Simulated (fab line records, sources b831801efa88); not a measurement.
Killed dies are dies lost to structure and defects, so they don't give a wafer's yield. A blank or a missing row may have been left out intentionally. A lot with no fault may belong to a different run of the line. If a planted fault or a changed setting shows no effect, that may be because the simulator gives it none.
fab line records | flow gf180mcu
record: lots: 6 wafers: 18 last_day: 34
route steps=602 shown V4@482
lots that met no fault: from a run of the same line without faults
start_h: the number of hours between the record's first day and the start of the first shown wafer of the lot | wait_h: hours since the lot's step before | " same as the row above | L1.1+2: a row that stands for several wafers | - value missing, or start not given | * or withheld: withheld | < > ~ a bound
route shown NAME@n: names a module that has steps shown in the file, with the first one's number in the route | usual: average and standard deviation across the fault-free wafers | same: alike in all rows | chamber/n: place in a boat | sites: readings site by site | _std_site: standard deviation across them | _edge_site: outer sites' mean less inner sites' | radius_mm: how far each site lies from the wafer's centre | mask NAME#n: copy n | behind: tool/chamber where the wafer was last shaped | hold: the reason the lot was held/the length of the hold in hours/how it ended | device: the n, p or np transistor that did not switch | end of line: at the end of the route, the tests of the same wafers | for a step that has no rows: nothing shown but its recipe | killed: dies lost to structure and defects at the first sort, not the wafer's yield | map: dies across one wafer; x = killed, . = not, _ = none there
set.NAME: the setting as run; set.NAME@STEP: as run at that earlier step | model.NAME: the simulator's own value behind a step, which no gauge read
lots at some steps of the route; a table a step, a row a wafer
services: from which hour (start_h, from the record's first day; less than 0 if before it) a tool's chamber was out of use, for how many hours, and why
== steps ==
step: GF_V4_DEHYDRATE_06
recipe: temp_c: 200 time_s: 60
step: GF_V4_HMDS_07
recipe: prime_time_s: 60 prime_temp_c: 120
step: GF_V4_COAT_08
recipe: resist: BARC temp_c: withheld time_s: withheld spin_rpm: withheld resist_thk_nm: withheld
step: GF_V4_COAT_09
recipe: resist: KrF spin_rpm: withheld resist_thk_nm: 1000
step: GF_V4_SOFTBAKE_10
recipe: temp_c: 130 time_s: 60 resist: KrF
step: GF_V4_EXPOSE_11
recipe: mask_id: Via4 target_cd_nm: 260 na: 0.68 source_shape: conventional sigma_outer: 0.6 dose_mj: 38
step: GF_V4_PEB_12
recipe: peb_temp_c: 135 peb_time_s: 90 resist: KrF
step: GF_V4_DEVELOP_13
recipe: develop_time_s: 60 resist: KrF dev_temp_c: 21
step: GF_V4_CD_MEAS_14
recipe: target_cd_nm: 260
usual: cd_nm: 260.0/1.2
columns lot.wafer tool chamber start_h wait_h cd_nm
L251.3 cd_sem-01 - 560.36 0.1 261.3
L251.5 " - " " 260.6
L251.6 " - " " 259.8
L256.2 cd_sem-02 - 603.85 0.1 261.3
L256.3 " - " " 260.3
L256.4 " - " " 263.2
L257.4 cd_sem-01 - 615.08 0.1 259.8
L257.5 " - " " 259.7
L257.6 " - " " 260.3
L270.1 cd_sem-02 - 699.97 0.1 260.0
L270.2 " - " " 261.4
L270.6 " - " " 260.5
L271.1 cd_sem-02 - 704.33 0.1 261.8
L271.3 " - " " 260.8
L271.6 " - " " 260.9
L273.2 cd_sem-02 - 718.00 0.1 259.5
L273.5 " - " " 260.1
L273.6 " - " " 259.5
step: GF_V4_OVL_MEAS_15
usual: V4_OVL: 4/6.1
columns lot.wafer tool chamber start_h wait_h V4_OVL[nm]
L251.3 overlay-02 - 560.46 0.1 -7
L251.5 " - " " -7
L251.6 " - " " 5
L256.2 overlay-01 - 603.96 0.1 9
L256.3 " - " " 11
L256.4 " - " " 8
L257.4 overlay-02 - 615.16 0.1 15
L257.5 " - " " 6
L257.6 " - " " 8
L270.1 overlay-01 - 700.09 0.1 6
L270.2 " - " " 1
L270.6 " - " " -2
L271.1 overlay-02 - 704.45 0.1 0
L271.3 " - " " 5
L271.6 " - " " 9
L273.2 overlay-01 - 718.11 0.1 3
L273.5 " - " " 8
L273.6 " - " " -7
step: GF_V4_ETCH_16
recipe: chemistry: N2/H2 target_depth_a: withheld overetch_a: withheld time_s: withheld target: BARC ion_energy_ev: 200 source_w: 500 bias_w: 100 pressure_mtorr: 30 n2_flow_sccm: 100 h2_flow_sccm: 200
usual: drypump_motor_current_A: 5.6/0.44 oes_product_au: 0.856/0.0051 throttle_valve_pct: 13.225/0.0089
columns lot.wafer tool chamber start_h wait_h drypump_motor_current_A oes_product_au throttle_valve_pct
L251.3 rie_diel-02 0 560.48 0.0 5.6 0.860 13.236
L251.5 " 2 " " 5.7 0.860 13.210
L251.6 " 3 " " 5.5 0.859 13.225
L256.2 rie_diel-01 0 603.99 0.0 5.2 0.859 13.237
L256.3 " 1 " " 4.7 0.847 13.233
L256.4 " 3 " " 6.2 0.857 13.216
L257.4 rie_diel-03 3 615.20 0.0 6.1 0.858 13.221
L257.5 " 0 " " 5.6 0.846 13.218
L257.6 " 1 " " 5.6 0.858 13.234
L270.1 rie_diel-02 1 700.13 0.0 5.0 0.855 13.227
L270.2 " 3 " " 5.5 0.853 13.239
L270.6 " 3 " " 5.5 0.860 13.220
L271.1 rie_diel-02 2 704.48 0.0 5.8 0.852 13.244
L271.3 " 0 " " 5.6 0.860 13.226
L271.6 " 1 " " 5.0 0.857 13.230
L273.2 rie_diel-01 1 718.14 0.0 4.7 0.850 13.235
L273.5 " 1 " " 4.7 0.859 13.219
L273.6 " 0 " " 5.2 0.863 13.227
step: GF_V4_ETCH_17
recipe: chemistry: C4F8/O2/Ar mask_material: KrF target: SiO2 stop_on: TiN source_w: 1500 bias_w: 1200 pressure_mtorr: 40 c4f8_flow_sccm: withheld O2_flow_sccm: 6 Ar_flow_sccm: 300 time_s: withheld target_depth_a: 6300
usual: oes_product_au: 0.856/0.0049
columns lot.wafer tool chamber start_h wait_h oes_product_au
L251.3 rie_diel-02 0 - - 0.847
L251.5 " 2 " " 0.853
L251.6 " 3 " " 0.861
L256.2 rie_diel-01 0 - - 0.857
L256.3 " 1 " " 0.862
L256.4 " 3 " " 0.855
L257.4 rie_diel-03 3 - - 0.858
L257.5 " 0 " " 0.851
L257.6 " 1 " " 0.865
L270.1 rie_diel-02 1 - - 0.855
L270.2 " 3 " " 0.853
L270.6 " 3 " " 0.854
L271.1 rie_diel-02 2 - - 0.851
L271.3 " 0 " " 0.860
L271.6 " 1 " " 0.856
L273.2 rie_diel-01 1 - - 0.856
L273.5 " 1 " " 0.852
L273.6 " 0 " " 0.857
step: GF_V4_STRIP_18
recipe: chemistry: O2/N2 power_w: 1400 pressure_mtorr: 1500 platen_temp_c: 250 o2_flow_sccm: 3000 n2_flow_sccm: 300 overash_fraction: 0.5
usual: chamber_pressure_mTorr: 1500.2/1.5 drypump_motor_current_A: 5.8/0.52 heater_power_w: 337/22 oes_product_au: 0.594/0.0051
columns lot.wafer tool chamber start_h wait_h chamber_pressure_mTorr drypump_motor_current_A heater_power_w oes_product_au rf_hours_counter_h
L251.3 plasma_asher-04 0 560.64 - 1499.7 6.3 368 0.597 -
L251.5 " 1 " " 1501.1 6.0 329 0.593 -
L251.6 " 0 " " 1499.9 6.3 351 0.591 -
L256.2 plasma_asher-04 1 604.12 - - - - - -
L256.3 " 1 " " - - - - -
L256.4 " 0 " " - - - - -
L257.4 plasma_asher-01 0 615.34 - - - - - -
L257.5 " 1 " " - - - - -
L257.6 " 0 " " - - - - -
L270.1 plasma_asher-02 0 700.26 - 1500.2 5.5 308 0.593 96
L270.2 " 1 " " 1500.9 6.6 365 0.591 96
L270.6 " 1 " " 1501.4 6.6 361 0.590 -
L271.1 plasma_asher-04 1 704.61 - 1500.3 5.9 337 0.605 96
L271.3 " 1 " " 1501.5 5.9 337 0.600 -
L271.6 " 1 " " 1499.0 6.0 331 0.594 -
L273.2 plasma_asher-04 0 718.27 - 1499.5 6.3 345 0.588 97
L273.5 " 1 " " 1499.2 6.0 346 0.589 -
L273.6 " 0 " " 1496.1 6.3 341 0.599 -
step: GF_V4_STRIP_19
recipe: chemistry: post_etch_residue_remover time_s: 1200 temp_c: 72.5
== services ==
columns tool chamber start_h hours kind
rie_diel-01 2 537.70 - clean
rie_diel-01 2 537.70 20.5 scheduled_down
rie_diel-01 2 537.70 20.5 vent_cycle
rie_diel-02 3 547.86 3.8 repair
rie_diel-02 1 569.70 - clean
rie_diel-02 1 569.70 12.2 scheduled_down
rie_diel-02 1 569.70 12.2 vent_cycle
rie_diel-03 2 578.77 13.0 repair
rie_diel-03 2 591.80 - clean
rie_diel-03 2 591.80 23.8 scheduled_down
rie_diel-03 2 591.80 23.8 vent_cycle
plasma_asher-04 - 614.19 14.6 pm
plasma_asher-02 - 634.29 4.3 pm
rie_diel-01 3 640.11 - clean
rie_diel-01 3 640.11 25.5 scheduled_down
rie_diel-01 3 640.11 25.5 vent_cycle
rie_diel-03 - 655.83 1.2 repair
rie_diel-03 0 659.62 5.5 repair
plasma_asher-01 - 666.75 0.5 repair
plasma_asher-02 - 680.62 3.0 repair
rie_diel-01 - 684.50 2.8 pm
rie_diel-03 1 701.16 11.3 repair
rie_diel-03 0 712.46 - clean
rie_diel-03 0 712.46 19.2 scheduled_down
== key ==
first_sign: step: GF_V4_STRIP_18 reading: tool_record direction: missing
effect none on later readings
met_at GF_V4_STRIP_18
struck_wafers L256.2,L256.3,L256.4,L257.4,L257.5,L257.6
later_rows_left_out L256.2,L256.3,L256.4,L257.4,L257.5,L257.6
sort_left_out L256.2,L256.3,L256.4,L257.4,L257.5,L257.6
onset_between 560.64 604.12
fault: kind: skipped_step_whole tool: plasma_asher-01,plasma_asher-04 chamber: - onset_h: 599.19 steps: GF_V4_STRIP_18 scope: struck_lots_only
sort_left_out: the simulated sort isn't trusted on such a fault, so these wafers' sort isn't shown, and their yield isn't known
later_rows_left_out: the simulator's readings of these wafers behind a module that went badly wrong aren't trusted and aren't shown, but for the sort
